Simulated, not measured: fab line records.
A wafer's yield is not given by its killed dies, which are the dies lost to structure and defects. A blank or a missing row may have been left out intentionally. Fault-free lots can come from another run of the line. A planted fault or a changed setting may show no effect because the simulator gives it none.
What tool caused it? ; flow sky130 ; 7 lots with 21 wafers sampled at 3 steps, on a route of 708 steps

## WHAT THE GAUGES READ, wafer by wafer
SKY_NWELL_RS_MEAS_29: measures by four-point-probe.
lot;measured;on;NWELL_RS (ohm/sq)
L352;day 6 00:31;film_metro-03;623.9 623.8 624.0
L355;day 6 19:31;film_metro-01;622.8 624.5 623.3
L358;day 7 13:11;film_metro-02;624.7 627.1 626.0
L360;day 8 08:50;film_metro-01;622.0 623.4 623.4
L363;day 8 23:35;film_metro-03;652.7 653.0 654.6
L365;day 9 15:15;film_metro-03;624.0 625.5 623.1
L371;day 11 08:39;film_metro-03;624.3 622.3 624.0

## TOOL THAT RAN EACH LOT (tool first, then ch and the chambers of the sampled wafers, then the start)
lot;SKY_DNWELL_STRIP_08;SKY_NWELL_IMPLANT_13
L352;plasma_asher-03 ch 0,1, day 3 19:42;implanter-02 ch 0, day 5 06:08
L355;plasma_asher-04 ch 0,1, day 4 12:44;implanter-04 ch 0, day 5 23:58
L358;plasma_asher-03 ch 0,1, day 5 04:37;implanter-03 ch 0, day 6 17:28
L360;plasma_asher-04 ch 0,1, day 5 21:04;implanter-03 ch 0, day 7 11:37
L363;plasma_asher-01 ch 0,1, day 6 10:43;implanter-02, day 8 01:28
L365;plasma_asher-01 ch 0,1, day 7 00:17;implanter-03 ch 0, day 8 16:56
L371;plasma_asher-03 ch 0,1, day 8 11:10;implanter-03 ch 0, day 10 08:41
- SKY_DNWELL_STRIP_08: strips in O2/N2.
- SKY_NWELL_IMPLANT_13

## THE ANSWER, worked out from the rows above alone
Rule: what is usual is taken from the lots themselves. Put in order of their means at a reading, lots are off if they are a third of the lots or fewer, leave a main group of 4 or more, and stand apart from it by a gap of 3 or more times the standard deviation of the main group's means; of several such gaps the widest counts. Not used: any main group whose means are identical at the precision the tables above print for the reading. Also off: a lot with no number at a reading for which 4 or more lots have one. All remaining lots with rows at the step are treated as sound.
Off: at SKY_NWELL_RS_MEAS_29 (NWELL_RS), L363. For the main group the mean is 624.0 ohm/sq and the standard deviation 0.95.
A tool fits if, at a process step before that reading, it ran every lot that is off, and no sound lot after the first of them. Gauges at SKY_NWELL_RS_MEAS_29: tried the same way as those tools. One candidate fits, namely implanter-02 at SKY_NWELL_IMPLANT_13. Its last sound lot is L352 (day 5 06:08), its first lot that is off L363 (day 8 01:28): a fault that began between those two fits.

## WHAT THE SIMULATOR HAD PUT IN
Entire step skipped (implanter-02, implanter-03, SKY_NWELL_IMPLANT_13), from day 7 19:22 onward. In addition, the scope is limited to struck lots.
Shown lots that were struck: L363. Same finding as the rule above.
